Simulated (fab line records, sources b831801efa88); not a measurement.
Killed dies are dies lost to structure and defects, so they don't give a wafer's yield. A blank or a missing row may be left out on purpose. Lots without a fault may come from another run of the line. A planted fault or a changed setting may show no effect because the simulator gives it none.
fab line records | flow sky130 | part 2 of 2: steps 28 to 36 of 36
record lots=5 wafers=15 last_day=50
route steps=708 shown LI_CONTACT@374 LOCAL_INTERCONNECT@387 CONTACT@406
lots that met no fault: from a run of the same line without faults
start_h: hours from the record's first day to the start of the lot's first wafer shown | wait_h: hours since the lot's step before | " the same as in the row above | L1.1+2: a row that stands for several wafers | - no value, or no start given | * or withheld: withheld | < > ~ a bound
route shown NAME@n: a module of which the file shows steps, and the number in the route of the first | usual: mean/standard deviation of fault-free wafers | same: alike in all rows | chamber/n: place in a boat | sites: the reading at each site | _std_site: their standard deviation | _edge_site: outer sites' mean less inner sites' | radius_mm: how far each site lies from the wafer's centre | mask NAME#n: copy n | behind: the tool/chamber that last shaped the wafer | hold: why the lot was held/for how many hours/how that ended | device: the transistor (n, p or np) that didn't switch | end of line: the same wafers' tests at the end of the route | a step without rows: its recipe alone | killed: dies lost to structure and defects at the first sort, not the wafer's yield | map: a wafer's dies, x killed, . not, _ none there
set.NAME: the setting as run; set.NAME@STEP: as run at that earlier step | model.NAME: the simulator's own value behind a step, which no gauge read
lots at some steps of the route; a table a step, a row a wafer
services: from which hour (start_h, from the record's first day; less than 0 if before it) a tool's chamber was out of use, for how many hours, and why
## steps
# step SKY_LOCAL_INTERCONNECT_METAL_ETCH_14
# recipe target_depth_nm=110 stop_on=PSG chemistry=Cl2/BCl3 target=TiN resist_sidewall_deg=88 pressure_mtorr=10 icp_w=900 bias_w=48.5 Cl2_flow_sccm=60 bcl3_flow_sccm=30 time_s=31.4
# usual bcl3_flow_sccm=29.99/0.093 drypump_motor_current_A=5.8/0.41 oes_product_au=0.942/0.0079 throttle_valve_pct=21.900/0.0091
# columns lot.wafer tool chamber start_h wait_h bcl3_flow_sccm drypump_motor_current_A oes_product_au rf_hours_counter_h throttle_valve_pct
L078.4 rie_metal-01 1 737.40 0.0 29.93 6.0 0.955 - 21.891
L078.5 " 0 " " 30.13 5.1 0.940 - 21.906
L078.6 " 1 " " 29.91 6.0 0.938 - 21.887
L083.4 rie_metal-01 1 771.65 0.0 29.94 6.0 0.934 - 21.906
L083.5 " 1 " " 30.00 6.0 0.927 - 21.917
L083.6 " 0 " " 30.13 5.1 0.929 - 21.915
L084.1 rie_metal-04 0 776.53 0.0 29.85 6.0 0.933 5 21.897
L084.4 " 0 " " 29.80 5.9 0.933 - 21.907
L084.6 " 1 " " 30.00 5.9 0.941 - 21.900
L093.1 rie_metal-02 1 856.62 0.0 30.03 6.0 0.947 0 21.893
L093.3 " 0 " " 29.92 6.3 0.949 - 21.901
L093.4 " 1 " " 29.93 6.0 0.945 - 21.903
L096.1 rie_metal-01 0 868.62 0.0 30.03 5.1 0.933 7 21.907
L096.2 " 1 " " 30.03 6.0 0.939 0 21.911
L096.3 " 1 " " 29.99 6.0 0.930 - 21.905
# step SKY_LOCAL_INTERCONNECT_STRIP_15
# recipe chemistry=O2/N2 power_w=1400 pressure_mtorr=1500 platen_temp_c=withheld o2_flow_sccm=3000 n2_flow_sccm=300 overash_fraction=0.5
# usual drypump_motor_current_A=5.9/0.44 oes_product_au=0.427/0.005 strip_time_to_endpoint_s=4.723/0.02
# columns lot.wafer tool chamber start_h wait_h drypump_motor_current_A oes_product_au rf_hours_counter_h strip_time_to_endpoint_s
L078.4 plasma_asher-02 1 737.47 0.1 6.2 0.425 - 4.754
L078.5 " 0 " " 5.1 0.424 - 4.733
L078.6 " 1 " " 6.2 0.430 - 4.777
L083.4 plasma_asher-03 0 771.72 0.1 6.2 0.430 - 4.730
L083.5 " 0 " " 6.2 0.434 - 4.753
L083.6 " 1 " " 6.2 0.429 - 4.752
L084.1 plasma_asher-02 0 776.58 0.0 5.2 0.433 65 4.743
L084.4 " 0 " " 5.1 0.428 - 4.720
L084.6 " 0 " " 5.2 0.436 - 4.732
L093.1 plasma_asher-01 0 856.67 0.0 5.3 0.430 11 4.716
L093.3 " 1 " " 5.5 0.424 - 4.709
L093.4 " 0 " " 5.3 0.428 - 4.722
L096.1 plasma_asher-01 1 868.67 0.0 5.5 0.423 12 4.735
L096.2 " 0 " " 5.3 0.429 12 4.741
L096.3 " 1 " " 5.5 0.426 - 4.769
# step SKY_LOCAL_INTERCONNECT_STRIP_16
# recipe chemistry=post_etch_residue_remover time_s=1200 temp_c=72.5
# usual temp_c=72.49/0.14
# columns lot.wafer tool chamber start_h wait_h temp_c
L078.4 wet_bench-04 2 737.53 0.0 72.68
L078.5 " 2 " " 72.35
L078.6 " 2 " " 72.56
L083.4 wet_bench-04 0 771.78 0.0 72.55
L083.5 " 0 " " 72.33
L083.6 " 0 " " 72.50
L084.1 wet_bench-03 3 776.68 0.1 72.57
L084.4 " 3 " " 72.31
L084.6 " 3 " " 72.47
L093.1 wet_bench-04 0 856.77 0.1 72.63
L093.3 " 0 " " 72.51
L093.4 " 0 " " 72.49
L096.1 wet_bench-02 0 868.77 0.1 72.49
L096.2 " 0 " " 72.57
L096.3 " 0 " " 72.65
# step SKY_LOCAL_INTERCONNECT_CLEAN_17
# recipe chemistry=IPA time_s=180 temp_c=25
# usual temp_c=25.02/0.11
# columns lot.wafer tool chamber start_h wait_h temp_c
L078.4 wet_bench-03 3 737.88 0.0 25.02
L078.5 " 3 " " 25.02
L078.6 " 3 " " 25.12
L083.4 wet_bench-02 0 772.13 0.0 24.85
L083.5 " 0 " " 24.94
L083.6 " 0 " " 24.90
L084.1 wet_bench-04 2 777.03 0.0 24.92
L084.4 " 2 " " 24.92
L084.6 " 2 " " 25.01
L093.1 wet_bench-02 1 857.11 0.0 24.89
L093.3 " 1 " " 24.73
L093.4 " 1 " " 24.86
L096.1 wet_bench-04 1 869.18 0.0 25.00
L096.2 " 1 " " 25.00
L096.3 " 1 " " 24.88
# step SKY_LOCAL_INTERCONNECT_CLEAN_18
# recipe chemistry=O3/DIW dry=n2_spin
# columns lot.wafer tool chamber start_h wait_h
L078.4+5+6 wet_bench-04 2 737.93 0.0
L083.4+5+6 wet_bench-03 2 772.19 0.0
L084.1+4+6 wet_bench-03 2 777.08 0.0
L093.1+3+4 wet_bench-03 3 857.18 0.0
L096.1+2+3 wet_bench-03 1 869.24 0.0
# step SKY_CONTACT_CVD_00
# recipe material=Si3N4 target_thk_nm=75 temp_c=400 time_s=withheld rf_w=450
# usual heater_power_w=769/120
# columns lot.wafer tool chamber start_h wait_h heater_power_w
L078.4 pecvd-04 2 738.04 0.0 746
L078.5 " 2 " " 741
L078.6 " 1 " " 879
L083.4 pecvd-01 0 772.30 0.0 744
L083.5 " 2 " " 1010
L083.6 " 1 " " 766
L084.1 pecvd-04 0 777.18 0.0 782
L084.4 " 1 " " 891
L084.6 " 2 " " 863
L093.1 pecvd-02 0 857.27 0.0 613
L093.3 " 0 " " 603
L093.4 " 2 " " 543
L096.1 pecvd-02 1 869.33 0.0 747
L096.2 " 2 " " 602
L096.3 " 0 " " 679
# step SKY_CONTACT_THK_MEAS_01
# recipe reads=Si3N4_of_CONTACT_CVD_00
# usual CONTACT_CVD_00_THK=75.3/1.1
# columns lot.wafer tool chamber start_h wait_h CONTACT_CVD_00_THK[nm]
L078.4 film_metro-04 - 738.11 - 75.7
L078.5 " - " " 75.0
L078.6 " - " " 74.7
L083.4 film_metro-03 - 772.35 - 76.9
L083.5 " - " " 74.6
L083.6 " - " " 77.8
L084.1 film_metro-02 - 777.21 - 75.1
L084.4 " - " " 75.4
L084.6 " - " " 76.4
L093.1 film_metro-03 - 857.32 - 74.0
L093.3 " - " " 75.5
L093.4 " - " " 76.3
L096.1 film_metro-03 - 869.36 - 75.3
L096.2 " - " " 75.7
L096.3 " - " " 75.9
# step SKY_CONTACT_HDPCVD_02
# recipe material=SiO2 target_thk_nm=565 sigma_open_frac=0.3 time_s=94.2 temp_c=600 sih4_flow_sccm=60 pressure_mtorr=6
# usual sih4_flow_sccm=59.98/0.18
# columns lot.wafer tool chamber start_h wait_h sih4_flow_sccm
L078.4 hdpcvd-02 2 738.17 0.1 60.15
L078.5 " 0 " " 60.13
L078.6 " 1 " " 60.16
L083.4 hdpcvd-01 2 772.41 0.1 60.04
L083.5 " 0 " " 59.86
L083.6 " 1 " " 59.80
L084.1 hdpcvd-02 0 777.27 0.1 59.86
L084.4 " 2 " " 59.83
L084.6 " 1 " " 59.96
L093.1 hdpcvd-02 1 857.38 0.1 59.82
L093.3 " 0 " " 60.04
L093.4 " 1 " " 59.89
L096.1 hdpcvd-01 0 869.42 0.1 60.21
L096.2 " 2 " " 59.63
L096.3 " 1 " " 59.90
# step SKY_CONTACT_THK_MEAS_03
# recipe reads=SiO2_of_CONTACT_HDPCVD_02
# usual CONTACT_HDPCVD_THK=566/7.5
# columns lot.wafer tool chamber start_h wait_h CONTACT_HDPCVD_THK[nm]
L078.4 film_metro-02 - 738.23 0.0 566
L078.5 " - " " 568
L078.6 " - " " 577
L083.4 film_metro-04 - 772.48 0.0 554
L083.5 " - " " 566
L083.6 " - " " 566
L084.1 film_metro-03 - 777.34 0.0 572
L084.4 " - " " 564
L084.6 " - " " 567
L093.1 film_metro-02 - 857.48 0.1 576
L093.3 " - " " 574
L093.4 " - " " 573
L096.1 film_metro-04 - 869.49 0.0 564
L096.2 " - " " 560
L096.3 " - " " 556
## services
# columns tool chamber start_h hours kind
rie_diel-01 0 697.16 1.7 repair
plasma_asher-02 - 700.98 5.1 repair
rie_diel-03 - 704.19 0.5 repair
krf_scanner-01 - 704.48 1.3 pm
rie_metal-01 - 710.79 1.0 repair
cmp-01 - 728.64 2.7 repair
cvd_w-02 - 728.99 2.8 pm
plasma_asher-01 - 733.75 9.0 pm
cmp-01 - 744.03 4.0 pm
rie_diel-01 - 745.83 15.6 pm
cvd_w-02 1 747.85 2.0 repair
rie_diel-03 1 782.40 21.7 repair
krf_scanner-01 - 784.64 4.4 pm
wet_bench-04 - 788.76 2.3 repair
pvd_sputter-04 - 793.85 1.6 repair
hdpcvd-02 0 795.81 4.8 repair
pvd_sputter-03 - 807.58 1.4 repair
hdpcvd-02 2 824.02 22.3 repair
krf_scanner-01 - 837.71 0.8 pm
rie_diel-01 - 849.51 0.2 repair
krf_scanner-01 - 852.52 1.0 pm
krf_scanner-01 - 854.84 3.6 pm
krf_scanner-01 - 858.44 4.0 pm
rie_diel-01 - 865.89 28.6 repair
